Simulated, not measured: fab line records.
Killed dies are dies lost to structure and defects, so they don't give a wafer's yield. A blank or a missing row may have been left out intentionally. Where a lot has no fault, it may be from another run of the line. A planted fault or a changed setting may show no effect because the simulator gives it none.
fab line records    flow sky130
record lots=6  wafers=18  lastDay=50
route steps=708 shown FIELD_ISO@7 PAD_OPEN@708
lots that met no fault: from a run of the same line without faults
startH: the number of hours between the record's first day and the start of the first shown wafer of the lot    waitH: hours elapsed since this lot's preceding step    " same as the row above    L1.1+2: one row covering several wafers at once    - value missing, or start not given    * or withheld: withheld    < > ~ a bound
route shown NAME@n: a module of which the file shows steps, and the number in the route of the first    usual: mean/standard deviation of fault-free wafers    same: alike in all rows    chamber/n: place in a boat    sites: per-site readings    _std_site: their standard deviation    _edge_site: the outer-site mean with the inner-site mean subtracted    radiusMm: for every site, how far away it sits from the centre of the wafer    mask NAME#n: copy n    behind: the last tool/chamber to shape the wafer    hold: what put the lot on hold/how long, in hours/how the hold closed    device: the n, p or np transistor that did not switch    end of line: tests run on the same wafers once the route is complete    step lacking rows: just its recipe    killed: dies that structure and defects cost at the first sort, which is not the same as the wafer's yield    map: the dies of a wafer, with x for killed, . for not killed, _ for no die there
set.NAME: the setting that was run; set.NAME@STEP: the one run at that earlier step    model.NAME: the simulator's own value behind a step, which no gauge read
lots at selected steps of the route; one table per step, one row per wafer
services: a tool's chamber out of use, with start hour (startH, from the record's first day; less than 0 if before it), hours out, and reason
## steps
# step SKY_FIELD_ISO_HMDS_06
# recipe primeTimeS=60  primeTempC=120
# step SKY_FIELD_ISO_COAT_07
# recipe resist=BARC  tempC=withheld  timeS=withheld  spinRpm=3000  resistThkNm=60
# step SKY_FIELD_ISO_COAT_08
# recipe resist=KrF-thick  spinRpm=3000  resistThkNm=450
# step SKY_FIELD_ISO_SOFTBAKE_09
# recipe tempC=100  timeS=90  resist=KrF-thick
# step SKY_FIELD_ISO_EXPOSE_10
# recipe maskId=FOM  na=0.68  sourceShape=annular  sigmaInner=0.4  sigmaOuter=0.8  targetCdNm=150  doseMj=28
# step SKY_FIELD_ISO_PEB_11
# recipe pebTempC=withheld  pebTimeS=withheld  resist=KrF-thick
# step SKY_FIELD_ISO_DEVELOP_12
# recipe developTimeS=60  resist=KrF-thick  devTempC=21
# step SKY_FIELD_ISO_CD_MEAS_13
# recipe targetCdNm=150
# usual cdNm=149.9/1.5
lot.wafer  tool      chamber  startH  waitH  cdNm
L420.3     cdSem-02  -        76.27   -      149.9
L420.5     "         -        "       "      149.0
L420.6     "         -        "       "      147.6
L423.1     cdSem-02  -        91.48   -      151.4
L423.3     "         -        "       "      150.4
L423.4     "         -        "       "      147.8
L426.2     cdSem-02  -        106.95  -      150.2
L426.4     "         -        "       "      148.4
L426.6     "         -        "       "      150.5
L427.1     cdSem-01  -        113.39  -      148.4
L427.4     "         -        "       "      150.7
L427.6     "         -        "       "      150.4
L428.1     cdSem-01  -        118.21  -      147.7
L428.2     "         -        "       "      148.7
L428.5     "         -        "       "      148.3
L434.1     cdSem-01  -        151.28  -      149.1
L434.2     "         -        "       "      149.5
L434.4     "         -        "       "      148.9
# step SKY_FIELD_ISO_ETCH_14
# recipe chemistry=N2/H2  target=BARC  ionEnergyEv=200  sourceW=500  biasW=100  pressureMtorr=30  n2FlowSccm=100  h2FlowSccm=200  stopOn=SiO2  timeS=45.9  targetDepthA=600
# usual drypumpMotorCurrentA=5.7/0.41  n2FlowSccm=100.01/0.28  oesProductAu=0.855/0.005  runLengthS=74.3/0.37  throttleValvePct=13.225/0.0088
lot.wafer  tool        chamber  startH  waitH  drypumpMotorCurrentA  n2FlowSccm  oesProductAu  rfHoursCounterH  runLengthS  throttleValvePct
L420.3     rieDiel-01  2        76.35   0.1    6.2                   99.95       0.857         161              74.0        13.223
L420.5     "           2        "       "      6.1                   99.80       0.856         -                73.7        13.238
L420.6     "           3        "       "      5.1                   100.20      0.851         -                73.4        13.225
L423.1     rieDiel-01  3        91.60   0.1    5.1                   100.48      0.857         1                73.7        13.221
L423.3     "           2        "       "      6.2                   100.02      0.855         162              73.9        13.231
L423.4     "           1        "       "      6.0                   99.92       0.864         -                73.9        13.237
L426.2     rieDiel-01  0        107.05  0.1    6.7                   99.92       0.848         0                74.1        13.234
L426.4     "           2        "       "      6.1                   100.17      0.849         162              73.5        13.220
L426.6     "           2        "       "      6.2                   99.93       0.865         -                74.3        13.221
L427.1     rieDiel-02  1        113.51  0.1    5.7                   100.34      0.855         101              74.2        13.219
L427.4     "           0        "       "      5.1                   100.08      0.847         162              74.3        13.222
L427.6     "           2        "       "      5.6                   100.56      0.858         -                74.5        13.218
L428.1     rieDiel-02  0        118.33  0.1    5.1                   100.54      0.860         162              74.2        13.222
L428.2     "           2        "       "      5.6                   100.44      0.855         130              74.3        13.227
L428.5     "           1        "       "      5.7                   100.03      0.846         -                74.7        13.227
L434.1     rieDiel-02  2        151.40  0.1    5.6                   100.35      0.853         131              74.9        13.224
L434.2     "           0        "       "      5.1                   99.66       0.859         0                74.4        13.206
L434.4     "           3        "       "      5.7                   100.04      0.849         25               74.6        13.229
# step SKY_FIELD_ISO_ETCH_15
# recipe chemistry=CHF3/O2  targetDepthNm=180  stopOn=Si  sourceW=600  biasW=200  pressureMtorr=40  chf3FlowSccm=50  O2_flow_sccm=5  timeS=72
# usual drypumpMotorCurrentA=5.7/0.41  oesProductAu=0.946/0.0078  runLengthS=100.3/0.39  throttleValvePct=8.846/0.01
lot.wafer  tool        chamber  startH  waitH  drypumpMotorCurrentA  oesProductAu  rfHoursCounterH  runLengthS  throttleValvePct
L420.3     rieDiel-01  2        76.39   0.0    6.1                   0.949         161              99.7        8.857
L420.5     "           2        "       "      6.2                   0.951         -                99.9        8.848
L420.6     "           3        "       "      5.1                   0.954         -                99.5        8.844
L423.1     rieDiel-01  3        91.64   0.0    5.1                   0.943         1                99.6        8.855
L423.3     "           2        "       "      6.1                   0.954         162              100.0       8.822
L423.4     "           1        "       "      6.0                   0.942         -                100.0       8.848
L426.2     rieDiel-01  0        107.09  0.0    6.7                   0.945         0                100.3       8.839
L426.4     "           2        "       "      6.1                   0.943         162              100.0       8.855
L426.6     "           2        "       "      6.1                   0.960         -                99.7        8.834
L427.1     rieDiel-02  1        113.56  0.0    5.7                   0.938         101              101.1       8.828
L427.4     "           0        "       "      5.1                   0.920         162              100.4       8.863
L427.6     "           2        "       "      5.6                   0.939         -                100.3       8.854
L428.1     rieDiel-02  0        118.37  0.0    5.1                   0.946         162              100.3       8.826
L428.2     "           2        "       "      5.6                   0.953         130              101.1       8.836
L428.5     "           1        "       "      5.7                   0.948         -                100.9       8.853
L434.1     rieDiel-02  2        151.44  0.0    5.6                   0.937         131              100.5       8.840
L434.2     "           0        "       "      5.1                   0.943         0                100.2       8.837
L434.4     "           3        "       "      5.8                   0.940         25               100.7       8.854
# step SKY_FIELD_ISO_STRIP_16
# recipe chemistry=O2/N2  powerW=1400  pressureMtorr=1500  platenTempC=withheld  o2FlowSccm=3000  n2FlowSccm=300  overashFraction=0.5
# usual drypumpMotorCurrentA=5.6/0.43  n2FlowSccm=300.0/0.92  o2FlowSccm=3000/10  oesProductAu=0.377/0.0048  stripTimeToEndpointS=3.53/0.042
# same overashFraction=0.5
lot.wafer  tool            chamber  startH  waitH  drypumpMotorCurrentA  n2FlowSccm  o2FlowSccm  oesProductAu  rfHoursCounterH  stripTimeToEndpointS
L420.3     plasmaAsher-04  1        76.48   0.1    4.9                   300.9       2983        0.377         -                3.60
L420.5     "               0        "       "      5.5                   300.5       3002        0.383         -                3.62
L420.6     "               1        "       "      4.9                   300.2       2987        0.378         -                3.56
L423.1     plasmaAsher-03  0        91.70   0.0    5.3                   300.5       2991        0.376         30               3.58
L423.3     "               0        "       "      5.3                   301.5       3019        0.381         -                3.61
L423.4     "               1        "       "      6.2                   300.2       3016        0.372         -                3.59
L426.2     plasmaAsher-03  0        107.15  0.0    5.3                   299.9       2984        0.384         32               3.56
L426.4     "               0        "       "      5.3                   299.2       2985        0.382         -                3.59
L426.6     "               1        "       "      6.2                   299.9       3004        0.377         -                3.61
L427.1     plasmaAsher-03  1        113.61  0.0    6.2                   300.7       2995        0.375         33               3.51
L427.4     "               1        "       "      6.2                   301.2       3000        0.378         -                3.48
L427.6     "               0        "       "      5.3                   300.9       2998        0.379         -                3.53
L428.1     plasmaAsher-02  0        118.43  0.0    5.2                   299.5       3003        0.381         43               3.45
L428.2     "               1        "       "      5.9                   299.8       2990        0.373         43               3.56
L428.5     "               0        "       "      5.2                   299.7       2998        0.376         -                3.50
L434.1     plasmaAsher-04  0        151.50  0.0    5.5                   301.2       2995        0.380         3                3.55
L434.2     "               1        "       "      4.9                   300.6       3013        0.380         3                3.52
L434.4     "               0        "       "      5.5                   300.2       2993        0.378         -                3.54
# step SKY_FIELD_ISO_ETCH_17
# recipe targetDepthA=3420  maskMaterial=Si3N4  chemistry=HBr/Cl2/O2  target=Si  taperDeg=5  icpW=600  biasW=150  pressureMtorr=15  HBr_flow_sccm=150  Cl2_flow_sccm=40  O2_flow_sccm=6  timeS=97.7
# usual HBr_flow_sccm=150.0/0.43  drypumpMotorCurrentA=5.9/0.33  mfcCl2Sccm=40.01/0.12  oesProductAu=0.996/0.0093  runLengthS=125.8/0.37  throttleValvePct=25.659/0.0097
lot.wafer  tool      chamber  startH  waitH  HBr_flow_sccm  drypumpMotorCurrentA  mfcCl2Sccm  oesProductAu  rfHoursCounterH  runLengthS  throttleValvePct
L420.3     rieSi-02  3        76.55   0.0    150.1          5.8                   40.11       1.005         69               126.1       25.654
L420.5     "         3        "       "      150.0          5.8                   40.17       1.017         -                126.1       25.646
L420.6     "         0        "       "      149.6          5.7                   39.87       1.001         -                125.8       25.649
L423.1     rieSi-02  1        91.80   0.1    150.2          6.2                   40.17       0.982         2                125.6       25.652
L423.3     "         0        "       "      150.6          5.7                   39.97       1.007         53               125.7       25.647
L423.4     "         2        "       "      150.4          6.3                   39.86       0.998         -                126.0       25.668
L426.2     rieSi-01  1        107.25  0.1    149.8          5.9                   39.94       0.990         55               125.5       25.665
L426.4     "         3        "       "      149.0          5.9                   39.89       0.980         109              125.4       25.658
L426.6     "         2        "       "      150.3          5.8                   40.06       0.987         -                126.0       25.659
L427.1     rieSi-02  2        113.71  0.1    149.4          6.3                   40.06       1.002         123              126.0       25.659
L427.4     "         1        "       "      150.2          6.1                   39.97       0.997         3                126.1       25.669
L427.6     "         0        "       "      149.7          5.7                   40.01       1.010         -                125.8       25.645
L428.1     rieSi-01  3        118.53  0.1    149.3          6.0                   40.04       0.988         109              125.2       25.669
L428.2     "         2        "       "      150.3          5.7                   39.81       0.991         2                126.1       25.672
L428.5     "         1        "       "      149.8          5.9                   40.11       1.002         -                125.9       25.644
L434.1     rieSi-02  3        151.60  0.1    149.4          5.8                   40.13       1.015         70               126.4       25.654
L434.2     "         1        "       "      150.6          6.2                   40.02       0.991         3                125.8       25.654
L434.4     "         0        "       "      149.7          5.7                   40.02       1.000         54               126.3       25.659
# step SKY_FIELD_ISO_WET_ETCH_18
# recipe chemistry=H3PO4  targetDepthNm=25  tempC=160  target=Si3N4  timeS=286
# usual runLengthS=313.2/3
lot.wafer  tool         chamber  startH  waitH  runLengthS  model.Si3N4_of_FIELD_ISO_CVD_03.thkNm
L420.3     wetBench-04  2        76.62   0.0    310.1       126.3
L420.5     "            2        "       "      310.1       125.2
L420.6     "            2        "       "      310.1       126
L423.1     wetBench-01  3        91.87   0.0    320.5       125.1
L423.3     "            3        "       "      320.5       124.3
L423.4     "            3        "       "      320.5       123.6
L426.2     wetBench-01  0        107.32  0.0    59.2        148.2
L426.4     "            0        "       "      59.2        146.9
L426.6     "            0        "       "      59.2        148.9
L427.1     wetBench-03  1        113.78  0.0    311.4       123.1
L427.4     "            1        "       "      311.4       121.8
L427.6     "            1        "       "      311.4       122.5
L428.1     wetBench-01  1        118.60  0.0    57.0        147.9
L428.2     "            1        "       "      57.0        147.8
L428.5     "            1        "       "      57.0        146.8
L434.1     wetBench-03  3        151.67  0.0    311.3       123.9
L434.2     "            3        "       "      311.3       125.5
L434.4     "            3        "       "      311.3       124.4
# step SKY_FIELD_ISO_CLEAN_19
# recipe chemistry=SC1/SC2  mix=1:4:20  tempC=70  timeS=150
# step SKY_FIELD_ISO_CLEAN_20
# recipe chemistry=dHF  timeS=20  dilution=100:1
# step SKY_FIELD_ISO_WET_ETCH_21
# recipe chemistry=dHF  dilution=100:1  targetDepthNm=20  dry=ipaMarangoni  target=SiO2  tempC=25  timeS=400
# step SKY_FIELD_ISO_OXIDATION_22
# recipe tempC=950  ambient=O2  stabiliseS=600  purgeS=300  targetThkA=100  oxTimeS=623
# step SKY_FIELD_ISO_THK_MEAS_23
# recipe reads=SiO2_of_FIELD_ISO_OXIDATION_22
# usual FIELD_ISO_OXIDATION_01_THK=9.90/0.19
lot.wafer  tool          chamber  startH  waitH  FIELD_ISO_OXIDATION_01_THK[nm]
L420.3     filmMetro-04  -        78.91   0.0    9.88
L420.5     "             -        "       "      9.97
L420.6     "             -        "       "      9.88
L423.1     filmMetro-04  -        94.53   0.0    9.64
L423.3     "             -        "       "      9.66
L423.4     "             -        "       "      9.77
L426.2     filmMetro-02  -        110.12  0.0    10.10
L426.4     "             -        "       "      10.12
L426.6     "             -        "       "      9.97
L427.1     filmMetro-04  -        115.71  0.0    9.85
L427.4     "             -        "       "      9.85
L427.6     "             -        "       "      9.76
L428.1     filmMetro-02  -        120.91  0.0    9.66
L428.2     "             -        "       "      9.61
L428.5     "             -        "       "      9.52
L434.1     filmMetro-02  -        154.46  0.0    9.93
L434.2     "             -        "       "      9.84
L434.4     "             -        "       "      9.90
# step SKY_FIELD_ISO_CVD_24
# recipe material=SiO2  targetThkNm=595  tempC=650  sigmaOpenFrac=0.3  timeS=99.2  sih4FlowSccm=60  pressureMtorr=6
# step SKY_FIELD_ISO_THK_MEAS_25
# recipe reads=SiO2_of_FIELD_ISO_CVD_24
# usual FIELD_ISO_CVD_24_THK=594/6.3
lot.wafer  tool          chamber  startH  waitH  FIELD_ISO_CVD_24_THK[nm]
L420.3     filmMetro-01  -        79.04   0.1    589
L420.5     "             -        "       "      601
L420.6     "             -        "       "      591
L423.1     filmMetro-02  -        94.66   0.0    593
L423.3     "             -        "       "      592
L423.4     "             -        "       "      589
L426.2     filmMetro-01  -        110.25  0.0    591
L426.4     "             -        "       "      606
L426.6     "             -        "       "      590
L427.1     filmMetro-02  -        115.85  0.0    597
L427.4     "             -        "       "      600
L427.6     "             -        "       "      596
L428.1     filmMetro-01  -        121.04  0.0    607
L428.2     "             -        "       "      595
L428.5     "             -        "       "      597
L434.1     filmMetro-01  -        154.59  0.0    593
L434.2     "             -        "       "      591
L434.4     "             -        "       "      596
# step SKY_FIELD_ISO_ANNEAL_26
# recipe tempC=1000  timeS=1800  ambient=N2
# step SKY_FIELD_ISO_CMP_27
# recipe stopOn=Si3N4  tOverpolishS=16  downForcePsi=4  platenRpm=60  targetThkNm=457.8  padVelocityMS=0.94248
# usual motorCurrentA=11.7/1.2
lot.wafer  tool    chamber  startH  waitH  motorCurrentA
L420.3     cmp-01  3        82.07   0.1    13.0
L420.5     "       0        "       "      9.7
L420.6     "       1        "       "      12.7
L423.3     cmp-02  1        97.26   0.0    11.2
L423.1     "       2        "       "      12.1
L423.4     "       0        "       "      10.3
L426.4     cmp-01  3        113.23  0.1    12.8
L426.2     "       0        "       "      9.8
L426.6     "       1        "       "      13.0
L427.1     cmp-01  1        117.41  0.0    13.4
L427.4     "       0        "       "      10.0
L427.6     "       1        "       "      12.7
L428.1     cmp-01  1        122.65  0.1    12.8
L428.2     "       2        "       "      12.4
L428.5     "       1        "       "      12.2
L434.1     cmp-02  3        156.20  0.1    10.7
L434.4     "       0        "       "      10.7
L434.2     "       1        "       "      10.8
# step SKY_FIELD_ISO_WET_ETCH_28
# recipe chemistry=dHF  targetDepthNm=23.7  target=SiO2  dilution=10:1  tempC=25  timeS=47
# usual runLengthS=74.4/2.2
lot.wafer  tool         chamber  startH  waitH  runLengthS  model.Si3N4_of_FIELD_ISO_CVD_03.thkNm
L420.3     wetBench-03  0        82.22   0.1    73.7        120.4
L420.5     "            0        "       "      73.7        119.3
L420.6     "            0        "       "      73.7        120.1
L423.1     wetBench-01  2        97.56   0.2    72.4        119.2
L423.3     "            2        "       "      72.4        118.5
L423.4     "            2        "       "      72.4        117.7
L426.2     wetBench-01  2        113.43  0.1    73.7        142.3
L426.4     "            2        "       "      73.7        141
L426.6     "            2        "       "      73.7        143
L427.1     wetBench-03  3        117.71  0.2    74.6        117.1
L427.4     "            3        "       "      74.6        115.8
L427.6     "            3        "       "      74.6        116.6
L428.1     wetBench-01  2        122.90  0.2    73.6        142
L428.2     "            2        "       "      73.6        141.9
L428.5     "            2        "       "      73.6        140.9
L434.1     wetBench-01  0        156.45  0.2    74.6        118
L434.2     "            0        "       "      74.6        119.5
L434.4     "            0        "       "      74.6        118.4
# step SKY_FIELD_ISO_WET_ETCH_29
# recipe chemistry=H3PO4  targetDepthNm=160  target=Si3N4  tempC=160  timeS=1825
# step SKY_PAD_OPEN_PROBE_99
# usual defectLimitedYield=82.5/2.1  killed_at_M0_to_M3=44/7.3  killed_at_M4_up=3.4/1.8  killedAtContacts=24/5.8  killedAtFrontEnd=15/4.9  killedAtOther=0.4/0.63  killedDies=86/11  killedOpen=47/8  killedShort=39/6.5  sort_bin_3_pad_short=0.9/0.38  sort_bin_5_function=10.4/1.6  sort_bin_6_memory=6.2/1.2  sortNPass=406/11  sortYieldPct=82.5/2.1
# same grossDies=492  killedAtBackSide=0  sort_bin_4_leakage[%]=0  sort_bin_8_speed[%]=0
lot.wafer  tool       chamber  startH   waitH  defectLimitedYield[%]  killed_at_M0_to_M3  killed_at_M4_up  killedAtContacts  killedAtFrontEnd  killedAtOther  killedDies  killedOpen  killedShort  sort_bin_3_pad_short[%]  sort_bin_5_function[%]  sort_bin_6_memory[%]  sortNPass  sortYieldPct[%]
L423.1     prober-01  -        1150.45  0.1    88.2                   33                  3                11                11                0              58          25          33           0.4                      6.5                     4.9                   434        88.2
L423.3     prober-01  -        1150.55  0.2    86.0                   35                  3                27                4                 0              69          36          33           0.6                      9.6                     3.9                   423        86.0
L423.4     prober-01  -        1150.60  0.2    83.5                   35                  3                34                9                 0              81          43          38           0.6                      8.9                     6.9                   411        83.5
L427.1     prober-02  -        1172.98  0.1    78.5                   53                  2                29                22                0              106         61          45           1.2                      12.4                    7.9                   386        78.5
L427.4     prober-02  -        1173.13  0.2    81.1                   48                  2                21                19                3              93          53          40           0.4                      12.8                    5.7                   399        81.1
L427.6     prober-02  -        1173.23  0.2    79.7                   47                  3                28                22                0              100         64          36           0.4                      13.2                    6.7                   392        79.7
L434.1     prober-01  -        1200.56  0.1    82.7                   34                  5                27                19                0              85          39          46           0.8                      10.2                    6.3                   407        82.7
L434.2     prober-01  -        1200.61  0.1    85.0                   33                  3                24                14                0              74          38          36           0.6                      7.7                     6.7                   418        85.0
L434.4     prober-01  -        1200.71  0.2    81.5                   49                  2                28                12                0              91          50          41           1.0                      10.4                    7.1                   401        81.5
# killed by level:class
L423.1 METAL1:geometricParticle:short=5 VIA2:geometricParticle:open=5 VIA3:geometricParticle:open=5 FIELD_ISO:geometricParticle:open=4 LOCAL_INTERCONNECT:geometricParticle:short=4 CONTACT:geometricParticle:open=4 METAL2:geometricParticle:short=4 VIA1:geometricParticle:short=3
L423.3 CONTACT:geometricParticle:open=11 VIA1:geometricParticle:open=6 LOCAL_INTERCONNECT:geometricParticle:short=5 VIA2:geometricParticle:open=5 LI_CONTACT:geometricParticle:open=4 CONTACT:geometricParticle:short=4 METAL1:geometricParticle:short=4 VIA1:geometricParticle:short=4
L423.4 CONTACT:geometricParticle:open=10 VIA1:geometricParticle:open=8 LI_CONTACT:geometricParticle:short=7 VIA1:geometricParticle:short=6 CONTACT:geometricParticle:short=6 METAL2:geometricParticle:short=6 LI_CONTACT:geometricParticle:open=5 LOCAL_INTERCONNECT:geometricParticle:short=5
L427.1 CONTACT:geometricParticle:open=12 VIA3:geometricParticle:open=12 VIA1:geometricParticle:open=8 FIELD_ISO:geometricParticle:open=7 LI_CONTACT:geometricParticle:open=7 POLY_GATE:geometricParticle:short=6 CONTACT:geometricParticle:short=6 METAL2:geometricParticle:short=6
L427.4 VIA1:geometricParticle:open=11 VIA2:geometricParticle:open=10 CONTACT:geometricParticle:open=8 FIELD_ISO:geometricParticle:open=6 FIELD_ISO:geometricParticle:short=5 LI_CONTACT:geometricParticle:open=5 VIA2:geometricParticle:short=5 CONTACT:geometricParticle:short=5
L427.6 VIA1:geometricParticle:open=15 CONTACT:geometricParticle:open=11 LI_CONTACT:geometricParticle:open=11 VIA1:geometricParticle:short=8 POLY_GATE:geometricParticle:open=6 POLY_GATE:geometricParticle:short=6 VIA2:geometricParticle:open=6 VIA3:geometricParticle:open=6
L434.1 LOCAL_INTERCONNECT:geometricParticle:short=8 VIA1:geometricParticle:open=7 CONTACT:geometricParticle:open=7 METAL1:geometricParticle:short=7 FIELD_ISO:geometricParticle:short=5 FIELD_ISO:geometricParticle:open=5 LI_CONTACT:geometricParticle:open=5 VIA1:geometricParticle:short=4
L434.2 METAL1:geometricParticle:short=9 LI_CONTACT:geometricParticle:open=8 CONTACT:geometricParticle:open=7 VIA1:geometricParticle:open=6 CONTACT:geometricParticle:short=5 FIELD_ISO:geometricParticle:open=4 FIELD_ISO:geometricParticle:short=3 SPACER:geometricParticle:open=3
L434.4 VIA1:geometricParticle:open=11 LI_CONTACT:geometricParticle:open=10 CONTACT:geometricParticle:open=9 VIA2:geometricParticle:open=7 VIA2:geometricParticle:short=6 VIA3:geometricParticle:short=6 VIA1:geometricParticle:short=5 LOCAL_INTERCONNECT:geometricParticle:short=4
## services
tool            chamber  startH  hours  kind
rieDiel-01      -        60.29   15.6   pm
cmp-01          -        60.30   1.2    repair
cmp-02          -        64.00   4.0    pm
cmp-02          -        64.05   0.4    repair
plasmaAsher-03  -        71.78   4.2    repair
rieDiel-01      0        75.89   -      clean
rieDiel-02      3        76.12   5.6    repair
rieSi-01        1        81.12   4.6    repair
plasmaAsher-02  -        82.08   0.7    repair
rieDiel-01      -        82.60   2.8    pm
rieSi-02        3        82.99   19.6   repair
plasmaAsher-04  -        88.52   15.6   pm
cmp-01          -        93.70   6.4    pm
cmp-02          -        100.13  5.6    pm
plasmaAsher-04  -        108.75  9.0    pm
rieSi-01        2        112.40  4.1    repair
rieSi-01        0        117.82  12.2   repair
plasmaAsher-02  -        122.92  0.3    repair
wetBench-03     -        124.51  8.4    repair
rieSi-02        -        133.44  2.8    pm
cmp-02          -        134.01  8.9    pm
plasmaAsher-03  -        136.62  8.8    pm
rieDiel-02      2        154.56  14.4   repair
rieDiel-01      3        154.88  2.6    repair
## key
firstSign step=SKY_FIELD_ISO_WET_ETCH_18  reading=runLengthS  direction=down  sigmas=86  usual=*  struck=*
effect none on later readings
modelEffect step=SKY_FIELD_ISO_WET_ETCH_18  value=Si3N4_of_FIELD_ISO_CVD_03.thkNm  without=125.5  struck=147.8
modelEffect step=SKY_FIELD_ISO_WET_ETCH_28  value=Si3N4_of_FIELD_ISO_CVD_03.thkNm  without=119.6  struck=141.8
metAt SKY_FIELD_ISO_WET_ETCH_18
struckWafers L426.2,L426.4,L426.6,L428.1,L428.2,L428.5
rowsEnd L426.2,L426.4,L426.6,L428.1,L428.2,L428.5
onsetBetween 91.87 107.32
fault kind=processParameterDrift  tool=wetBench-01  chamber=-  onsetH=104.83  steps=SKY_FIELD_ISO_WET_ETCH_18  channel=timeS  offset=*  shape=step  endH=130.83  actsIn=*  stated=*
# rowsEnd: these wafers met a further fault down the route, and their rows from its step on are left out
